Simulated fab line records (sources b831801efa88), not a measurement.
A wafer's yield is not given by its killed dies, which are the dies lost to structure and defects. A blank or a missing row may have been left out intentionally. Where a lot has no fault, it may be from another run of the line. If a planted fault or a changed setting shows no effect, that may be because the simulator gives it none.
The tool behind it: which one? || flow sky130 || 36 wafers sampled from 12 lots at 1 step of a route of 708

== WHAT THE GAUGES SHOWED, per wafer ==
SKY_SD_N_TW_MEAS_12.
{"lot": "L075", "measured": "day 27 19:21", "on": "film metro-02", "SD_N_TW": "3984 4010 3985"}
{"lot": "L077", "measured": "day 28 15:32", "on": "film metro-04", "SD_N_TW": "3998 4015 4002"}
{"lot": "L079", "measured": "day 29 20:17", "on": "film metro-01", "SD_N_TW": "3933 3950 3932"}
{"lot": "L081", "measured": "day 30 06:41", "on": "film metro-02", "SD_N_TW": "4039 4031 4029"}
{"lot": "L084", "measured": "day 31 04:41", "on": "film metro-01", "SD_N_TW": "3923 3930 3905"}
{"lot": "L085", "measured": "day 31 08:09", "on": "film metro-04", "SD_N_TW": "4006 3995 3977"}
{"lot": "L087", "measured": "day 32 03:53", "on": "film metro-01", "SD_N_TW": "3926 3927 3927"}
{"lot": "L090", "measured": "day 33 17:12", "on": "film metro-02", "SD_N_TW": "4039 4016 4007"}
{"lot": "L089", "measured": "day 33 18:33", "on": "film metro-01", "SD_N_TW": "3934 3916 3953"}
{"lot": "L093", "measured": "day 34 04:50", "on": "film metro-02", "SD_N_TW": "4058 4046 4051"}
{"lot": "L096", "measured": "day 35 16:38", "on": "film metro-02", "SD_N_TW": "4053 4023 4063"}
{"lot": "L097", "measured": "day 35 21:47", "on": "film metro-01", "SD_N_TW": "3956 3942 3975"}

== EACH LOT AND THE TOOL THAT RAN IT (in order: tool; ch and the chambers of the sampled wafers; start) ==
Record: no process step prior to these readings.

== THE ANSWER, worked out from the rows above alone ==
Rule: usual is defined by the lots themselves. Put in order of their means at a reading, lots are off if they are a third of the lots or fewer, leave a main group of 4 or more, and stand apart from it by a gap of 3 or more times the standard deviation of the main group's means; of several such gaps the widest counts. The tables above print the reading to a certain number of digits; a main group whose means all agree to those digits is not used. A lot without any number at a reading at which 4 lots or more have one is off too. The other lots that the step has rows for count as sound.
No lot is off at any reading shown: from this, nothing can be told.

== WHAT WAS PUT IN BY THE SIMULATOR ==
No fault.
